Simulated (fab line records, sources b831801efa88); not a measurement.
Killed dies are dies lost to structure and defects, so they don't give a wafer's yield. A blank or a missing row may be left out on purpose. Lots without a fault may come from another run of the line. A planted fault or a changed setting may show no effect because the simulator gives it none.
fab line records | flow sky130
record lots=6 wafers=18 last_day=49
route steps=708 shown VIA3@580 METAL4@598 CAP2M@603 PAD_OPEN@708
lots that met no fault: from a run of the same line without faults
start_h: hours from the record's first day to the start of the lot's first wafer shown | wait_h: hours since the lot's step before | " the same as in the row above | L1.1+2: a row that stands for several wafers | - no value, or no start given | * or withheld: withheld | < > ~ a bound
route shown NAME@n: a module of which the file shows steps, and the number in the route of the first | usual: mean/standard deviation of fault-free wafers | same: alike in all rows | chamber/n: place in a boat | sites: the reading at each site | _std_site: their standard deviation | _edge_site: outer sites' mean less inner sites' | radius_mm: how far each site lies from the wafer's centre | mask NAME#n: copy n | behind: the tool/chamber that last shaped the wafer | hold: why the lot was held/for how many hours/how that ended | device: the transistor (n, p or np) that didn't switch | end of line: the same wafers' tests at the end of the route | a step without rows: its recipe alone | killed: dies lost to structure and defects at the first sort, not the wafer's yield | map: a wafer's dies, x killed, . not, _ none there
set.NAME: the setting as run; set.NAME@STEP: as run at that earlier step | model.NAME: the simulator's own value behind a step, which no gauge read
lots at some steps of the route; a table a step, a row a wafer
services: from which hour (start_h, from the record's first day; less than 0 if before it) a tool's chamber was out of use, for how many hours, and why
## steps
# step SKY_VIA3_COAT_07
# recipe resist=KrF-thick spin_rpm=3000 resist_thk_nm=450
# step SKY_VIA3_SOFTBAKE_08
# recipe temp_c=100 time_s=90 resist=KrF-thick
# step SKY_VIA3_EXPOSE_09
# recipe mask_id=VIM3 na=0.8 source_shape=annular sigma_inner=0.55 sigma_outer=0.85 target_cd_nm=200 dose_mj=38
# step SKY_VIA3_PEB_10
# recipe peb_temp_c=withheld peb_time_s=withheld resist=KrF-thick
# step SKY_VIA3_DEVELOP_11
# recipe develop_time_s=60 resist=KrF-thick dev_temp_c=21
# step SKY_VIA3_CD_MEAS_12
# recipe target_cd_nm=200
# usual cd_nm=200.1/1.8
# columns lot.wafer tool chamber start_h wait_h cd_nm
L233.1 cd_sem-01 - 929.85 - 199.4
L233.2 " - " " 199.6
L233.6 " - " " 198.6
L236.1 cd_sem-01 - 958.04 - 200.3
L236.3 " - " " 200.6
L236.5 " - " " 200.3
L237.1 cd_sem-01 - 959.25 - 201.3
L237.3 " - " " 201.5
L237.6 " - " " 200.1
L242.2 cd_sem-02 - 997.15 - 197.8
L242.3 " - " " 197.7
L242.4 " - " " 198.6
L243.1 cd_sem-02 - 1002.85 - 202.0
L243.3 " - " " 200.9
L243.6 " - " " 201.3
L246.2 cd_sem-01 - 1034.33 - 197.9
L246.5 " - " " 200.1
L246.6 " - " " 197.7
# step SKY_VIA3_OVL_MEAS_13
# usual VIA3_OVL=-1/6.9
# columns lot.wafer tool chamber start_h wait_h VIA3_OVL[nm]
L233.1 overlay-02 - 929.97 0.1 1
L233.2 " - " " -7
L233.6 " - " " 1
L236.1 overlay-02 - 958.16 0.1 8
L236.3 " - " " 8
L236.5 " - " " 5
L237.1 overlay-01 - 959.37 0.1 3
L237.3 " - " " -7
L237.6 " - " " 8
L242.2 overlay-01 - 997.26 0.1 -2
L242.3 " - " " 0
L242.4 " - " " -12
L243.1 overlay-02 - 1002.97 0.1 4
L243.3 " - " " -6
L243.6 " - " " -8
L246.2 overlay-02 - 1034.44 0.1 9
L246.5 " - " " 3
L246.6 " - " " 0
# step SKY_VIA3_ETCH_14
# recipe chemistry=N2/H2 target=BARC ion_energy_ev=200 source_w=500 bias_w=100 pressure_mtorr=30 n2_flow_sccm=100 h2_flow_sccm=200 stop_on=SiO2 time_s=45.9 target_depth_a=600
# step SKY_VIA3_ETCH_15
# recipe target=SiO2 chemistry=C4F8/O2/Ar target_depth_nm=507 stop_on=TiN mask_material=KrF-thick source_w=1500 bias_w=1200 pressure_mtorr=40 c4f8_flow_sccm=withheld O2_flow_sccm=6 Ar_flow_sccm=300 time_s=78
# step SKY_VIA3_STRIP_16
# recipe chemistry=O2/N2 power_w=1400 pressure_mtorr=1500 platen_temp_c=withheld o2_flow_sccm=3000 n2_flow_sccm=300 overash_fraction=0.5
# step SKY_VIA3_STRIP_17
# recipe chemistry=post_etch_residue_remover time_s=1200 temp_c=72.5
# step SKY_VIA3_CLEAN_18
# recipe chemistry=IPA time_s=180 temp_c=25
# step SKY_VIA3_CLEAN_19
# recipe chemistry=O3/DIW dry=n2_spin
# columns lot.wafer tool chamber start_h wait_h
L233.1+2+6 wet_bench-01 3 930.62 0.0
L236.1+3+5 wet_bench-04 1 958.82 0.0
L237.1+3+6 wet_bench-04 0 960.01 0.0
L242.2+3+4 wet_bench-01 2 997.93 0.0
L243.1+3+6 wet_bench-01 1 1003.65 0.0
L246.2+5+6 wet_bench-03 0 1035.07 0.0
# step SKY_VIA3_SPUTTER_20
# recipe material=TiN target_thk_nm=20 chamber_pressure_pa=5 power_w=4000 time_s=80
# usual throttle_valve_pct=29.7/0.99
# columns lot.wafer tool chamber start_h wait_h throttle_valve_pct
L233.1 pvd_sputter-02 - 930.71 0.0 31.6
L233.2 " - " " 27.9
L233.6 " - " " 29.7
L236.1 pvd_sputter-03 - 958.92 0.0 29.5
L236.3 " - " " 29.8
L236.5 " - " " 29.6
L237.1 pvd_sputter-02 - 960.11 0.0 28.6
L237.3 " - " " 29.8
L237.6 " - " " 28.4
L242.2 pvd_sputter-03 - 998.03 0.0 29.6
L242.3 " - " " 30.1
L242.4 " - " " 29.7
L243.1 pvd_sputter-02 - 1003.75 0.0 31.4
L243.3 " - " " 27.7
L243.6 " - " " 31.8
L246.2 pvd_sputter-02 - 1035.16 0.0 29.8
L246.5 " - " " 31.9
L246.6 " - " " 28.2
# step SKY_VIA3_CVD_21
# recipe material=W target_thk_nm=390 time_s=117.31 temp_c=400 pressure_torr=40
# step SKY_VIA3_RS_MEAS_22
# recipe thk_meas_gauge=four-point-probe reads=W_of_VIA3_CVD_21+TiN_of_VIA3_SPUTTER_20
# usual VIA3_W_RS=0.294/0.0061
# columns lot.wafer tool chamber start_h wait_h VIA3_W_RS[ohm/sq]
L233.1 film_metro-02 - 930.89 0.1 0.296
L233.2 " - " " 0.286
L233.6 " - " " 0.286
L236.1 film_metro-02 - 959.11 0.1 0.300
L236.3 " - " " 0.298
L236.5 " - " " 0.297
L237.1 film_metro-04 - 960.30 0.1 0.305
L237.3 " - " " 0.297
L237.6 " - " " 0.294
L242.2 film_metro-03 - 998.23 0.1 0.297
L242.3 " - " " 0.299
L242.4 " - " " 0.285
L243.1 film_metro-02 - 1003.93 0.1 0.290
L243.3 " - " " 0.294
L243.6 " - " " 0.293
L246.2 film_metro-03 - 1035.36 0.1 0.295
L246.5 " - " " 0.295
L246.6 " - " " 0.284
# step SKY_VIA3_THK_MEAS_23
# recipe thk_meas_gauge=xrf reads=W_of_VIA3_CVD_21
# usual VIA3_W_THK=397/9.3
# columns lot.wafer tool chamber start_h wait_h VIA3_W_THK[nm]
L233.1 film_metro-02 - 931.01 0.1 396
L233.2 " - " " 409
L233.6 " - " " 410
L236.1 film_metro-02 - 959.23 0.1 396
L236.3 " - " " 397
L236.5 " - " " 402
L237.1 film_metro-04 - 960.42 0.1 383
L237.3 " - " " 396
L237.6 " - " " 399
L242.2 film_metro-03 - 998.34 0.1 392
L242.3 " - " " 390
L242.4 " - " " 409
L243.1 film_metro-02 - 1004.05 0.1 410
L243.3 " - " " 407
L243.6 " - " " 404
L246.2 film_metro-03 - 1035.47 0.1 391
L246.5 " - " " 390
L246.6 " - " " 408
# step SKY_VIA3_CMP_24
# recipe stop_on=SiO2 t_overpolish_s=20 down_force_psi=3.5 platen_rpm=60 target_thk_nm=0 pad_velocity_m_s=0.94248
# usual edge_zone_pressure_frac=1.000/0.0054 motor_current_A=10.8/0.92 overpolish_run_s=20.001/0.0091 slurry_flow_ml_min=150.0/0.5 time_to_endpoint_s=97/3.6
# same t_overpolish_s=20
# columns lot.wafer tool chamber start_h wait_h edge_zone_pressure_frac motor_current_A overpolish_run_s slurry_flow_ml_min time_to_endpoint_s
L233.1 cmp-02 0 931.17 0.1 1.002 9.2 19.991 149.4 99
L233.2 " 1 " " 0.992 11.1 20.006 149.6 96
L233.6 " 2 " " 1.006 10.6 20.019 149.9 97
L236.3 cmp-01 2 959.34 0.1 0.998 10.4 19.977 150.1 99
L236.1 " 0 " " 1.000 10.1 20.002 150.1 97
L236.5 " 3 " " 1.005 12.2 20.004 150.0 98
L237.3 cmp-01 0 960.64 0.2 1.009 10.2 20.007 150.7 93
L237.1 " 1 " " 1.009 9.6 19.993 151.1 96
L237.6 " 3 " " 0.997 13.1 20.012 150.3 95
L242.3 cmp-02 3 998.44 0.1 1.001 11.2 20.012 149.2 94
L242.4 " 0 " " 1.009 9.2 20.003 149.9 100
L242.2 " 1 " " 1.005 11.0 20.007 149.0 92
L243.1 cmp-02 1 1004.16 0.1 0.996 11.0 20.001 149.7 101
L243.3 " 2 " " 0.993 10.8 19.997 150.4 98
L243.6 " 1 " " 0.990 11.7 19.985 149.5 102
L246.2 cmp-02 2 1035.52 0.0 0.994 10.8 19.991 150.3 98
L246.5 " 2 " " 0.996 10.8 19.999 150.8 96
L246.6 " 3 " " 1.002 11.3 19.989 149.8 102
# step SKY_METAL4_SPUTTER_00
# recipe material=Ti target_thk_nm=15 power_w=3000 time_s=10 chamber_pressure_pa=0.4
# step SKY_METAL4_SPUTTER_01
# recipe material=TiN target_thk_nm=20 power_w=6500 time_s=16.7 chamber_pressure_pa=0.4
# step SKY_METAL4_SPUTTER_02
# recipe material=AlCu target_thk_nm=735 power_w=10600 time_s=39.1 chamber_pressure_pa=0.4
# usual throttle_valve_pct=29.7/1.2
# columns lot.wafer tool chamber start_h wait_h throttle_valve_pct
L233.1 pvd_sputter-03 - 931.42 0.0 29.7
L233.2 " - " " 29.1
L233.6 " - " " 29.4
L236.1 pvd_sputter-03 - 959.69 0.0 29.7
L236.3 " - " " 29.8
L236.5 " - " " 29.9
L237.1 pvd_sputter-02 - 960.93 0.0 27.8
L237.3 " - " " 31.8
L237.6 " - " " 28.1
L242.2 pvd_sputter-02 - 998.74 0.0 29.8
L242.3 " - " " 28.3
L242.4 " - " " 31.7
L243.1 pvd_sputter-03 - 1004.46 0.0 29.6
L243.3 " - " " 30.1
L243.6 " - " " 29.5
L246.2 pvd_sputter-03 - 1035.87 0.0 29.5
L246.5 " - " " 29.2
L246.6 " - " " 29.7
# step SKY_METAL4_SPUTTER_03
# recipe material=Ti target_thk_nm=5 power_w=3000 time_s=3.3 chamber_pressure_pa=0.4
# usual throttle_valve_pct=29.7/1.2
# columns lot.wafer tool chamber start_h wait_h throttle_valve_pct
L233.1 pvd_sputter-03 - 931.46 0.0 30.1
L233.2 " - " " 29.5
L233.6 " - " " 29.4
L236.1 pvd_sputter-03 - 959.73 0.0 29.5
L236.3 " - " " 29.8
L236.5 " - " " 29.5
L237.1 pvd_sputter-02 - 960.97 0.0 27.7
L237.3 " - " " 31.5
L237.6 " - " " 27.6
L242.2 pvd_sputter-02 - 998.78 0.0 29.7
L242.3 " - " " 28.1
L242.4 " - " " 31.5
L243.1 pvd_sputter-03 - 1004.50 0.0 29.7
L243.3 " - " " 30.1
L243.6 " - " " 29.5
L246.2 pvd_sputter-03 - 1035.91 0.0 29.5
L246.5 " - " " 29.5
L246.6 " - " " 29.3
# step SKY_METAL4_SPUTTER_04
# recipe material=TiN target_thk_nm=70 power_w=6500 time_s=58.3 chamber_pressure_pa=0.4
# step SKY_CAP2M_CVD_00
# recipe material=SiO2 target_thk_nm=15.5 temp_c=400 time_s=withheld rf_w=450
# step SKY_CAP2M_THK_MEAS_01
# recipe reads=SiO2_of_CAP2M_CVD_00
# usual CAP2M_CVD_00_THK=15.45/0.2
# columns lot.wafer tool chamber start_h wait_h CAP2M_CVD_00_THK[nm]
L233.1 film_metro-03 - 931.55 - 15.55
L233.2 " - " " 15.21
L233.6 " - " " 15.81
L236.1 film_metro-01 - 959.83 - 15.20
L236.3 " - " " 15.21
L236.5 " - " " 15.56
L237.1 film_metro-03 - 961.06 - 15.26
L237.3 " - " " 15.44
L237.6 " - " " 15.67
L242.2 film_metro-01 - 998.88 - 15.20
L242.3 " - " " 15.19
L242.4 " - " " 15.42
L243.1 film_metro-04 - 1004.60 - 15.38
L243.3 " - " " 15.49
L243.6 " - " " 15.60
L246.2 film_metro-01 - 1036.01 - 15.33
L246.5 " - " " 15.35
L246.6 " - " " 15.64
# step SKY_CAP2M_SPUTTER_02
# recipe material=TiN target_thk_nm=200 temp_c=300 power_w=6500 time_s=166.7 chamber_pressure_pa=0.4
# step SKY_CAP2M_RS_MEAS_03
# recipe thk_meas_gauge=four-point-probe reads=TiN_of_CAP2M_SPUTTER_02
# usual CAP2M_TIN_RS=6.93/0.067
# columns lot.wafer tool chamber start_h wait_h CAP2M_TIN_RS[ohm/sq]
L233.1 film_metro-03 - 931.72 0.1 6.88
L233.2 " - " " 6.86
L233.6 " - " " 6.84
L236.1 film_metro-01 - 960.00 0.1 6.86
L236.3 " - " " 6.81
L236.5 " - " " 6.85
L237.1 film_metro-01 - 961.24 0.1 6.95
L237.3 " - " " 6.98
L237.6 " - " " 6.99
L242.2 film_metro-04 - 999.06 0.1 6.90
L242.3 " - " " 6.93
L242.4 " - " " 6.94
L243.1 film_metro-01 - 1004.77 0.1 6.95
L243.3 " - " " 6.88
L243.6 " - " " 6.92
L246.2 film_metro-03 - 1036.19 0.1 7.02
L246.5 " - " " 6.99
L246.6 " - " " 7.00
# step SKY_CAP2M_THK_MEAS_04
# recipe thk_meas_gauge=xrf reads=TiN_of_CAP2M_SPUTTER_02
# usual CAP2M_TIN_THK=202.7/2.1
# columns lot.wafer tool chamber start_h wait_h CAP2M_TIN_THK[nm]
L233.1 film_metro-03 - 931.84 0.1 203.9
L233.2 " - " " 204.3
L233.6 " - " " 205.8
L236.1 film_metro-01 - 960.12 0.1 203.7
L236.3 " - " " 205.7
L236.5 " - " " 204.5
L237.1 film_metro-01 - 961.36 0.1 202.0
L237.3 " - " " 199.7
L237.6 " - " " 200.1
L242.2 film_metro-04 - 999.17 0.1 204.1
L242.3 " - " " 202.8
L242.4 " - " " 202.8
L243.1 film_metro-01 - 1004.89 0.1 200.8
L243.3 " - " " 203.1
L243.6 " - " " 201.6
L246.2 film_metro-03 - 1036.30 0.1 200.9
L246.5 " - " " 202.5
L246.6 " - " " 202.0
# step SKY_CAP2M_DEHYDRATE_05
# recipe temp_c=200 time_s=60
# step SKY_CAP2M_HMDS_06
# recipe prime_time_s=60 prime_temp_c=120
# step SKY_CAP2M_COAT_07
# recipe resist=NOVOLAK spin_rpm=3000 resist_thk_nm=1140
# step SKY_CAP2M_SOFTBAKE_08
# recipe temp_c=90 time_s=60 resist=NOVOLAK
# step SKY_CAP2M_EXPOSE_09
# recipe mask_id=CAP2M na=0.6 source_shape=conventional sigma_outer=0.6 polarization=unpolarized target_cd_nm=1000 dose_mj=159
# step SKY_CAP2M_PEB_10
# recipe temp_c=withheld time_s=* resist=NOVOLAK
# step SKY_CAP2M_DEVELOP_11
# recipe resist=NOVOLAK developer=TMAH develop_time_s=60 dev_temp_c=23
# step SKY_CAP2M_OVL_MEAS_12
# usual CAP2M_OVL=0.6/1.4
# columns lot.wafer tool chamber start_h wait_h CAP2M_OVL[nm]
L233.1 overlay-01 - 956.79 0.1 -0.8
L233.2 " - " " -1.4
L233.6 " - " " -1.8
L236.1 overlay-01 - 983.83 0.1 1.1
L236.3 " - " " -0.9
L236.5 " - " " -0.8
L237.1 overlay-01 - 984.48 0.1 -2.7
L237.3 " - " " 1.6
L237.6 " - " " -0.1
L242.2 overlay-01 - 1021.84 0.1 1.3
L242.3 " - " " 1.0
L242.4 " - " " 1.6
L243.1 overlay-02 - 1027.53 0.1 -0.9
L243.3 " - " " -0.9
L243.6 " - " " -1.7
L246.2 overlay-01 - 1058.00 0.1 0.8
L246.5 " - " " 0.3
L246.6 " - " " -0.4
# step SKY_CAP2M_METAL_ETCH_13
# recipe target_depth_nm=220 stop_on=SiO2 chemistry=Cl2/BCl3 target=TiN pressure_mtorr=10 icp_w=900 bias_w=48.5 Cl2_flow_sccm=60 bcl3_flow_sccm=30 time_s=62.9
# usual drypump_motor_current_A=5.62/0.27 oes_product_au=0.940/0.007 throttle_valve_pct=21.903/0.01
# columns lot.wafer tool chamber start_h wait_h drypump_motor_current_A oes_product_au rf_hours_counter_h throttle_valve_pct
L233.1 rie_metal-02 1 956.82 0.0 5.78 0.945 1 21.894
L233.2 " 0 " " 5.19 0.946 10 21.900
L233.6 " 1 " " 5.77 0.948 - 21.911
L236.1 rie_metal-02 1 983.87 0.0 5.76 0.946 2 21.873
L236.3 " 0 " " 5.17 0.951 - 21.901
L236.5 " 0 " " 5.17 0.949 - 21.904
L237.1 rie_metal-01 0 984.52 0.0 5.89 0.941 10 21.907
L237.3 " 0 " " 5.88 0.931 - 21.900
L237.6 " 1 " " 5.58 0.937 - 21.912
L242.2 rie_metal-01 1 1021.87 0.0 5.53 0.942 5 21.906
L242.3 " 1 " " 5.53 0.945 - 21.907
L242.4 " 0 " " 5.88 0.936 - 21.903
L243.1 rie_metal-01 1 1027.57 0.0 5.56 0.934 5 21.905
L243.3 " 0 " " 5.94 0.941 - 21.904
L243.6 " 0 " " 5.89 0.944 - 21.903
L246.2 rie_metal-01 0 1058.03 0.0 5.90 0.947 15 21.890
L246.5 " 0 " " 5.90 0.934 - 21.903
L246.6 " 1 " " 5.55 0.931 - 21.904
# step SKY_CAP2M_STRIP_14
# recipe chemistry=O2/N2 power_w=1400 pressure_mtorr=1500 platen_temp_c=withheld o2_flow_sccm=3000 n2_flow_sccm=300 overash_fraction=0.5
# step SKY_CAP2M_STRIP_15
# recipe chemistry=post_etch_residue_remover time_s=1200 temp_c=72.5
# step SKY_CAP2M_CLEAN_16
# recipe chemistry=IPA time_s=180 temp_c=25
# step SKY_CAP2M_CLEAN_17
# recipe chemistry=O3/DIW dry=n2_spin
# step SKY_METAL4_DEHYDRATE_05
# recipe temp_c=200 time_s=60
# step SKY_PAD_OPEN_PROBE_99
# usual defect_limited_yield=82.4/1.9 killed_at_M0_to_M3=44/7 killed_at_M4_up=3.2/1.8 killed_at_contacts=24/5.1 killed_at_front_end=15/4.3 killed_at_other=0.3/0.5 killed_dies=86/9.6 killed_open=48/7.1 killed_short=38/6.7 sort_bin_3_pad_short=0.9/0.44 sort_bin_5_function=10.3/1.5 sort_bin_6_memory=6.4/1.1 sort_n_pass=406/9.6 sort_yield_pct=82.4/1.9
# same gross_dies=492 killed_at_back_side=0 sort_bin_4_leakage[%]=0 sort_bin_8_speed[%]=0
# columns lot.wafer tool chamber start_h wait_h hold defect_limited_yield[%] killed_at_M0_to_M3 killed_at_M4_up killed_at_contacts killed_at_front_end killed_at_other killed_dies killed_open killed_short sort_bin_3_pad_short[%] sort_bin_5_function[%] sort_bin_6_memory[%] sort_n_pass sort_yield_pct[%] model.etest.tester.sort_n_pass model.etest.tester.sort_yield_pct model.etest.tester.sort_bin_5_pct model.etest.tester.sort_bin_3_pct
L233.1 prober-02 - 1077.92 0.1 - 81.7 43 3 25 19 0 90 40 50 0.8 10.8 6.7 402 81.7 402 81.71 10.77 0.813
L233.2 prober-02 - 1077.97 0.1 - 84.8 34 2 29 9 1 75 45 30 0.2 9.1 5.9 417 84.8 417 84.76 9.146 0.2033
L233.6 prober-02 - 1078.17 0.2 - 81.3 47 3 25 17 0 92 49 43 0.8 9.1 8.7 400 81.3 400 81.3 9.146 0.813
L236.1 prober-01 - 1101.88 0.1 - 83.5 42 3 24 12 0 81 44 37 1.0 10.4 5.1 411 83.5 411 83.54 10.37 1.016
L236.3 prober-01 - 1101.98 0.2 - 82.1 41 3 27 17 0 88 51 37 0.6 11.2 6.1 404 82.1 404 82.11 11.18 0.6098
L236.5 prober-01 - 1102.08 0.2 - 82.9 38 0 22 24 0 84 46 38 0.6 11.0 5.5 408 82.9 408 82.93 10.98 0.6098
L237.1 prober-02 - 1102.36 0.1 - 82.5 46 3 24 13 0 86 53 32 0.6 10.4 6.5 406 82.5 406 82.52 10.37 0.6098
L237.3 prober-02 - 1102.46 0.2 - 78.3 55 2 36 14 0 107 51 56 1.0 12.6 8.1 385 78.3 385 78.25 12.6 1.016
L237.6 prober-02 - 1102.61 0.2 - 81.1 51 3 27 11 1 93 49 44 0.6 10.6 7.7 399 81.1 399 81.1 10.57 0.6098
L242.2 prober-01 - 1134.10 0.1 await_dispo/1.9h/release 70.7 113 2 14 15 0 144 40 34 3.3 18.7 7.3 348 70.7 348 70.73 18.7 3.252
L242.3 prober-01 - 1134.15 0.2 await_dispo/1.9h/release 71.5 101 4 23 11 1 140 39 35 4.5 15.4 8.5 352 71.5 352 71.54 15.45 4.472
L242.4 prober-01 - 1134.20 0.2 await_dispo/1.9h/release 68.7 112 6 26 10 0 154 47 44 5.3 19.1 6.9 338 68.7 338 68.7 19.11 5.285
L243.1 prober-02 - 1137.30 0.1 await_dispo/5.0h/release 72.0 100 6 22 9 1 138 39 31 4.9 15.4 7.7 354 72.0 354 71.95 15.45 4.878
L243.3 prober-02 - 1137.40 0.2 await_dispo/5.0h/release 73.2 102 6 13 10 1 132 36 33 5.7 16.1 5.1 360 73.2 360 73.17 16.06 5.691
L243.6 prober-02 - 1137.55 0.2 await_dispo/5.0h/release 73.8 104 1 14 9 1 129 32 28 3.7 14.6 7.9 363 73.8 363 73.78 14.63 3.659
L246.2 prober-02 - 1164.10 0.1 - 83.9 37 0 21 21 0 79 39 37 1.0 9.8 5.3 413 83.9 413 83.94 9.756 1.016
L246.5 prober-02 - 1164.25 0.2 - 83.9 38 2 30 8 1 79 43 35 1.2 7.9 6.9 413 83.9 413 83.94 7.927 1.22
L246.6 prober-02 - 1164.30 0.2 - 82.9 48 4 15 16 1 84 43 39 1.0 11.2 4.9 408 82.9 408 82.93 11.18 1.016
# killed by level:class
L233.1 CONTACT:geometric_particle:open=9 VIA1:geometric_particle:open=9 CONTACT:geometric_particle:short=8 VIA3:geometric_particle:open=7 METAL3:geometric_particle:short=6 FIELD_ISO:geometric_particle:short=4 POLY_GATE:geometric_particle:open=4 POLY_GATE:geometric_particle:short=4
L233.2 CONTACT:geometric_particle:open=11 VIA1:geometric_particle:open=7 VIA2:geometric_particle:open=7 LI_CONTACT:geometric_particle:open=6 FIELD_ISO:geometric_particle:open=5 CONTACT:geometric_particle:short=5 LI_CONTACT:geometric_particle:short=4 METAL1:geometric_particle:short=4
L233.6 VIA1:geometric_particle:open=10 LI_CONTACT:geometric_particle:open=9 METAL1:geometric_particle:short=8 VIA3:geometric_particle:open=7 CONTACT:geometric_particle:short=6 CONTACT:geometric_particle:open=6 VIA2:geometric_particle:open=6 METAL3:geometric_particle:short=5
L236.1 VIA1:geometric_particle:open=11 CONTACT:geometric_particle:open=8 VIA3:geometric_particle:open=7 VIA1:geometric_particle:short=7 LI_CONTACT:geometric_particle:short=6 FIELD_ISO:geometric_particle:short=5 LI_CONTACT:geometric_particle:open=5 VIA2:geometric_particle:open=5
L236.3 VIA1:geometric_particle:open=12 CONTACT:geometric_particle:open=9 VIA2:geometric_particle:open=8 LI_CONTACT:geometric_particle:open=7 LI_CONTACT:geometric_particle:short=6 METAL2:geometric_particle:short=6 FIELD_ISO:geometric_particle:short=4 POLY_GATE:geometric_particle:open=4
L236.5 VIA1:geometric_particle:open=13 FIELD_ISO:geometric_particle:open=7 FIELD_ISO:geometric_particle:short=5 LI_CONTACT:geometric_particle:open=5 LOCAL_INTERCONNECT:geometric_particle:short=5 CONTACT:geometric_particle:open=5 METAL1:geometric_particle:short=5 POLY_GATE:geometric_particle:open=4
L237.1 CONTACT:geometric_particle:open=10 VIA1:geometric_particle:open=10 VIA3:geometric_particle:open=9 LI_CONTACT:geometric_particle:open=6 CONTACT:geometric_particle:short=6 VIA2:geometric_particle:short=5 METAL1:geometric_particle:short=5 VIA2:geometric_particle:open=5
L237.3 CONTACT:geometric_particle:open=15 METAL1:geometric_particle:short=10 VIA1:geometric_particle:open=9 VIA1:geometric_particle:short=8 LI_CONTACT:geometric_particle:open=7 CONTACT:geometric_particle:short=7 METAL2:geometric_particle:short=6 VIA3:geometric_particle:open=6
L237.6 CONTACT:geometric_particle:open=11 VIA1:geometric_particle:open=11 METAL1:geometric_particle:short=7 VIA2:geometric_particle:open=7 VIA3:geometric_particle:open=7 LI_CONTACT:geometric_particle:open=6 LOCAL_INTERCONNECT:geometric_particle:short=5 VIA1:geometric_particle:short=5
L242.2 VIA3:unspecified=69 VIA1:geometric_particle:open=7 VIA3:geometric_particle:open=7 LI_CONTACT:geometric_particle:open=6 METAL1:geometric_particle:short=6 VIA2:geometric_particle:open=6 FIELD_ISO:geometric_particle:open=5 VIA1:geometric_particle:short=5
L242.3 VIA3:unspecified=66 CONTACT:geometric_particle:open=8 VIA1:geometric_particle:open=8 VIA1:geometric_particle:short=7 VIA2:geometric_particle:open=7 LI_CONTACT:geometric_particle:open=5 LOCAL_INTERCONNECT:geometric_particle:short=5 FIELD_ISO:geometric_particle:short=4
L242.4 VIA3:unspecified=63 CONTACT:geometric_particle:open=16 VIA1:geometric_particle:open=9 METAL1:geometric_particle:short=8 VIA3:geometric_particle:open=6 VIA2:geometric_particle:open=5 METAL2:geometric_particle:short=5 VIA2:geometric_particle:short=5
L243.1 VIA3:unspecified=68 VIA2:geometric_particle:open=8 VIA1:geometric_particle:open=6 LI_CONTACT:geometric_particle:open=6 CONTACT:geometric_particle:open=6 METAL2:geometric_particle:short=5 CONTACT:geometric_particle:short=4 METAL4:geometric_particle:short=4
L243.3 VIA3:unspecified=63 CONTACT:geometric_particle:open=7 VIA1:geometric_particle:open=6 VIA2:geometric_particle:open=5 VIA1:geometric_particle:short=5 METAL2:geometric_particle:short=5 METAL4:geometric_particle:short=5 VIA3:geometric_particle:open=4
L243.6 VIA3:unspecified=69 VIA1:geometric_particle:open=8 METAL2:geometric_particle:short=7 CONTACT:geometric_particle:open=7 VIA3:geometric_particle:open=5 LI_CONTACT:geometric_particle:open=4 VIA2:geometric_particle:short=4 FIELD_ISO:geometric_particle:short=3
L246.2 FIELD_ISO:geometric_particle:short=10 VIA3:geometric_particle:open=8 LI_CONTACT:geometric_particle:open=7 CONTACT:geometric_particle:open=6 VIA1:geometric_particle:short=6 FIELD_ISO:geometric_particle:open=5 VIA1:geometric_particle:open=5 CONTACT:geometric_particle:short=4
L246.5 LI_CONTACT:geometric_particle:open=9 CONTACT:geometric_particle:open=9 METAL1:geometric_particle:short=9 VIA3:geometric_particle:open=8 VIA2:geometric_particle:open=6 CONTACT:geometric_particle:short=5 METAL2:geometric_particle:short=4 LOCAL_INTERCONNECT:geometric_particle:short=3
L246.6 METAL2:geometric_particle:short=12 VIA1:geometric_particle:open=9 METAL1:geometric_particle:short=6 VIA3:geometric_particle:open=6 POLY_GATE:geometric_particle:open=5 LI_CONTACT:geometric_particle:open=5 VIA3:geometric_particle:short=5 FIELD_ISO:geometric_particle:open=4
# map L242.4 (x killed, . not)
__________....x..x.._________
________...x...x......_______
______x.......x..xxx...._____
_____....................____
____......x.x.............___
___...x.....x.......x...xx.__
__.xx..xx....x.x..xxx......._
_x....x...xxx.xxxx...........
_..x...x..x.xxxxxxx......x..x
_x........xxxxxxxxxxx........
_..x.x....xxxxxxxxxxxx.......
_...x.....xxxxxxxxxx..xx.x...
_xx.....xxxxxxxxxxx....x.....
_.x...x..x..xxxxxxx.x..x.x...
_........x...x.xx..x.....x...
__.....x.......xxx....x....._
___.....xx......x...xx..x.x__
____......x..........xx...___
_____...xx..xx.x.........____
______.......x.......xx._____
________..xxxxx.xx...x_______
__________.x....xx.x_________
# map L243.1 (x killed, . not)
__________.........._________
________....x.x...x..._______
______........x...x....._____
_____.xx.....x..x...x...x____
____......x.....x.......x.___
___x......x..........x.....__
__..x.................x....x_
_...x..x..........x....x..x..
_...xx................xxx....
_.x...........x..............
_......x..x...........x.....x
_x..x...x...x..x....x...x....
_..xxx..x.xxx.x...........x..
_...x..xxxxxxxxx...xx.x..x...
_x...xxxxxxxxxx.x..x....x....
__..x.xxxxxxxxxx.......x...._
___...xxxxxxxxxx.x......x..__
____.x.xxxxxxxxx..x..xx...___
_____.xxxxxxxxx....x.x...____
______x.xxxxx.x...x....._____
________.x............_______
__________.x........_________
## services
# columns tool chamber start_h hours kind
cmp-02 - 909.80 1.5 repair
cmp-02 - 912.11 4.0 pm
rie_metal-01 1 912.92 - clean
rie_metal-01 1 912.92 15.0 scheduled_down
rie_metal-01 1 912.92 15.0 vent_cycle
rie_metal-02 1 915.06 - clean
rie_metal-02 1 915.06 24.3 scheduled_down
cmp-02 - 916.11 - consumable_replace:conditioner
cmp-02 - 916.11 - consumable_replace:pad
cmp-02 - 958.43 5.5 pm
wet_bench-03 - 966.36 4.3 repair
pvd_sputter-02 - 967.72 1.6 repair
cmp-02 - 974.73 0.2 repair
cmp-01 - 975.72 1.3 repair
rie_metal-02 1 993.90 5.6 repair
pvd_sputter-03 - 994.57 1.2 repair
cmp-02 - 996.62 0.8 repair
cmp-02 - 1004.48 3.1 repair
cmp-01 - 1015.34 5.2 pm
pvd_sputter-03 3 1018.35 - consumable_replace:kit
pvd_sputter-03 3 1018.35 18.0 scheduled_down
pvd_sputter-03 3 1018.35 18.0 vent_cycle
pvd_sputter-03 - 1045.94 2.6 repair
cmp-02 - 1056.92 5.4 pm
## key
first_sign step=SKY_PAD_OPEN_PROBE_99 reading=killed_at_M0_to_M3 direction=up sigmas=8.7 usual=44 struck=105
effect step=SKY_PAD_OPEN_PROBE_99 reading=sort_bin_3_pad_short direction=up sigmas=8.3 usual=0.9 struck=4.5
model_effect step=SKY_PAD_OPEN_PROBE_99 value=etest.tester.sort_n_pass without=410.3 struck=352.5
met_at SKY_VIA3_CLEAN_19
struck_wafers L242.2,L242.3,L242.4,L243.1,L243.3,L243.6
onset_between 930.62 997.93
fault kind=chamber_particle_source tool=wet_bench-01 chamber=- onset_h=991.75 steps=SKY_VIA3_CLEAN_19 rate_per_visit_cm2=1.7979 end_h=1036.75
